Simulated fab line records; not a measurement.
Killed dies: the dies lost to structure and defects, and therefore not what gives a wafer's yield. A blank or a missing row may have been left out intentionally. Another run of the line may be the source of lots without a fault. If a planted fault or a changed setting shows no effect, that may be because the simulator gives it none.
Which of the tools did it?	flow sky130	11 lots, 33 wafers sampled, at 3 steps of a route of 708

WHAT THE GAUGES READ, wafer by wafer
SKY_CAPM_RS_MEAS_03: measurement is done with a four-point probe. Usual: CAPM_TIN_RS 6.90 ohm/sq, standard deviation 0.091.
lot	measured	on	CAPM_TIN_RS (ohm/sq)	flag
L811	day 36 20:09	film_metro-03	6.95 6.87 6.88	
L812	day 36 22:38	film_metro-04	6.81 6.81 6.84	
L813	day 37 16:26	film_metro-02	7.00 6.96 6.93	
L814	day 37 16:32	film_metro-03	6.90 6.93 6.96	
L815	day 38 03:35	film_metro-04	6.92 6.85 6.84	
L816	day 38 09:44	film_metro-04	6.89 6.90 6.88	
L817	day 38 17:45	film_metro-02	6.99 6.89 6.90	
L818	day 39 17:44	film_metro-03	7.00 7.03 7.03	
L822	day 41 03:38	film_metro-02	6.77 6.69 6.78	
L824	day 41 18:10	film_metro-04	7.06 7.05 7.01	
L832	day 43 17:47	film_metro-02	6.94 7.01 6.99	

WHAT TOOL EACH LOT RAN ON (gives the tool, then ch and the chambers of the sampled wafers, and finally the start)
lot	SKY_VIA2_CMP_24	SKY_METAL3_SPUTTER_04
L811	cmp-01 ch 0,1,3, day 36 19:35	pvd_sputter-04, day 36 19:54
L812	cmp-01 ch 0,1,2, day 36 22:01	pvd_sputter-04, day 36 22:22
L813	cmp-01 ch 0,1, day 37 15:49	pvd_sputter-01, day 37 16:10
L814	cmp-02 ch 0,1,3, day 37 15:54	pvd_sputter-04, day 37 16:16
L815	cmp-02 ch 0,2, day 38 02:58	pvd_sputter-01, day 38 03:19
L816	cmp-02 ch 1,3, day 38 09:02	pvd_sputter-01, day 38 09:27
L817	cmp-01 ch 0,1,3, day 38 17:09	pvd_sputter-01, day 38 17:30
L818	cmp-01 ch 1,2,3, day 39 17:04	pvd_sputter-02, day 39 17:29
L822	cmp-01 ch 0,2,3, day 41 03:03	pvd_sputter-04, day 41 03:24
L824	cmp-02 ch 1,2, day 41 17:28	pvd_sputter-02, day 41 17:52
L832	cmp-02 ch 1,2,3, day 43 17:13	pvd_sputter-02, day 43 17:32
- SKY_VIA2_CMP_24: polishes, stops on SiO2, t overpolish 20 s, target thk 0 nm.
- SKY_METAL3_SPUTTER_04: material TiN, target thk 70 nm, time 58.3 s.

WHAT THE TOOLS THEMSELVES READ (means of the sampled wafers that have a number; where no wafer has one, the mark that the record gives instead)
SKY_VIA2_CMP_24. Usual: motor_current_A 11.3 A, standard deviation 0.95; overpolish_run_s 19.999 s, standard deviation 0.0093; time_to_endpoint_s 102 s, standard deviation 3.2.
lot	tool	motor_current_A (A)	overpolish_run_s (s)	time_to_endpoint_s (s)	flag
L811	cmp-01	11.1	20.004	102	
L812	cmp-01	11.7	20.013	103	
L813	cmp-01	11.2	20.016	102	
L814	cmp-02	11.0	19.996	102	
L815	cmp-02	11.9	20.002	100	
L816	cmp-02	9.8	19.985	99	
L817	cmp-01	11.3	20.000	105	
L818	cmp-01	12.0	19.999	102	
L822	cmp-01	11.7	20.001	102	
L824	cmp-02	10.8	20.004	102	
L832	cmp-02	10.3	19.993	103	

SKY_METAL3_SPUTTER_04. Usual: throttle_valve_pct at 30.2 %, with a standard deviation of 0.94.
lot	tool	throttle_valve_pct (%)	flag
L811	pvd_sputter-04	30.0	
L812	pvd_sputter-04	29.2	
L813	pvd_sputter-01	30.0	
L814	pvd_sputter-04	29.9	
L815	pvd_sputter-01	30.5	
L816	pvd_sputter-01	30.2	
L817	pvd_sputter-01	29.6	
L818	pvd_sputter-02	30.8	
L822	pvd_sputter-04	29.4	
L824	pvd_sputter-02	31.2	
L832	pvd_sputter-02	30.6	

THE ANSWER, worked out from the rows above alone
Rule: take the mean of a lot's wafers that have a number; if it is more than 3 standard deviations from the usual mean, the lot is off. A lot without any number at a reading at which 4 lots or more have one is off too. All remaining lots with rows at the step are treated as sound. Order of review: gauges by route order, followed by the tools' own readings, for which a lot's mean as printed above is used. The first step at which some lot is off is used, and at that step the reading that is off furthest; a lot without a number counts as furthest.
None of the lots is off at any reading shown; this tells nothing.

WHAT THE SIMULATOR HAD INSERTED
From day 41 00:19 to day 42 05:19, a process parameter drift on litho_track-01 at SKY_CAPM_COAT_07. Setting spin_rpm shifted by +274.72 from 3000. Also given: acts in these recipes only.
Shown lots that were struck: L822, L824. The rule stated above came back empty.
